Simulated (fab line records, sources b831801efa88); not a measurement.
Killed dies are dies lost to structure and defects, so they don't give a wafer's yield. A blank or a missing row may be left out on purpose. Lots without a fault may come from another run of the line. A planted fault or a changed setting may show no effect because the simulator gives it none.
A struck lot beside a sound one | flow gf180mcu | 14 steps out of a route of 602
Sound: wafers L574.1, L574.2, L574.6. Struck: wafers L562.3, L562.4, L562.5. The cause comes at the end.
At each step with rows: each side's tool, then ch and its chambers, then its first start. Under that, the readings that differ: sound wafers | struck wafers | difference of the means | sigmas: that difference in standard deviations of wafers without a fault.
alike: readings whose means differ by less than 2 such deviations, and words and numbers that are the same on both sides. not compared: withheld readings, readings that some wafer has no value for, bounds like >300 that may hide the same value, and numbers for which the record gives no deviation and whose values overlap.
The two part at a step that has a row with sigmas, a row that says differs or no value, or rows on one side only. Numbers that don't overlap but have no deviation are shown without sigmas and don't part them. A reading that every wafer of one side lacks parts them only if that side has two wafers or more.

GF_M1_SPUTTER_00: material Ti, target thk 37.5 nm, time 150 s.
  sound on pvd_sputter-03, day 23 01:52; struck on pvd_sputter-01, day 18 19:38
  alike: throttle_valve_pct
GF_M1_SPUTTER_01: material TiN, target thk 30 nm, time 25 s.
  sound on pvd_sputter-03, day 23 01:58; struck on pvd_sputter-01, day 18 19:44
  alike: throttle_valve_pct
GF_M1_SPUTTER_02: material AlCu, target thk 450 nm, time 23.9 s.
  sound on pvd_sputter-03, day 23 01:59; struck on pvd_sputter-01, day 18 19:46
  alike: throttle_valve_pct
GF_M1_SPUTTER_03: material Ti, target thk 10 nm, time 6.7 s.
  sound on pvd_sputter-03, day 23 02:01; struck on pvd_sputter-01, day 18 19:48
  alike: throttle_valve_pct
GF_M1_SPUTTER_04: material TiN, target thk 50 nm, time 41.7 s.
  sound on pvd_sputter-03, day 23 02:02; struck on pvd_sputter-01, day 18 19:49
  alike: throttle_valve_pct
GF_M1_RS_MEAS_05: measures by four-point-probe.
  sound on film_metro-02, day 23 02:05; struck on film_metro-04, day 18 19:54
  alike: M1_ALCU_RS
GF_M1_THK_MEAS_06: measures by xrf.
  sound on film_metro-02, day 23 02:12; struck on film_metro-04, day 18 20:00
  reading          | sound       | struck      | difference | sigmas
  M1_ALCU_THK (nm) | 443 442 444 | 458 447 458 | +11        | +2
then, 5 steps without rows for these wafers: GF_M1_DEHYDRATE_07 (time 60 s); GF_M1_HMDS_08 (prime time 60 s); GF_M1_COAT_09 (resist thk 1000 nm); GF_M1_SOFTBAKE_10 (time 60 s); GF_M1_EXPOSE_11 (exposes mask Metal1, target cd 230 nm).
GF_M1_PEB_12: peb time 90 s.
  sound on litho_track-02 ch 0, day 23 23:23; struck on litho_track-02, day 19 20:06
  no value came back on the struck wafers for chill_plate_temp_C (C), exhaust_pa (Pa); on the sound wafers chill_plate_temp_C (C) reads 22.99 23.02 22.88
then, 1 step without rows for these wafers: GF_M1_DEVELOP_13 (develop time 60 s).

WHERE THEY PART
First at GF_M1_THK_MEAS_06; last, within this record, at GF_M1_PEB_12.

WHY: what the simulator had put in
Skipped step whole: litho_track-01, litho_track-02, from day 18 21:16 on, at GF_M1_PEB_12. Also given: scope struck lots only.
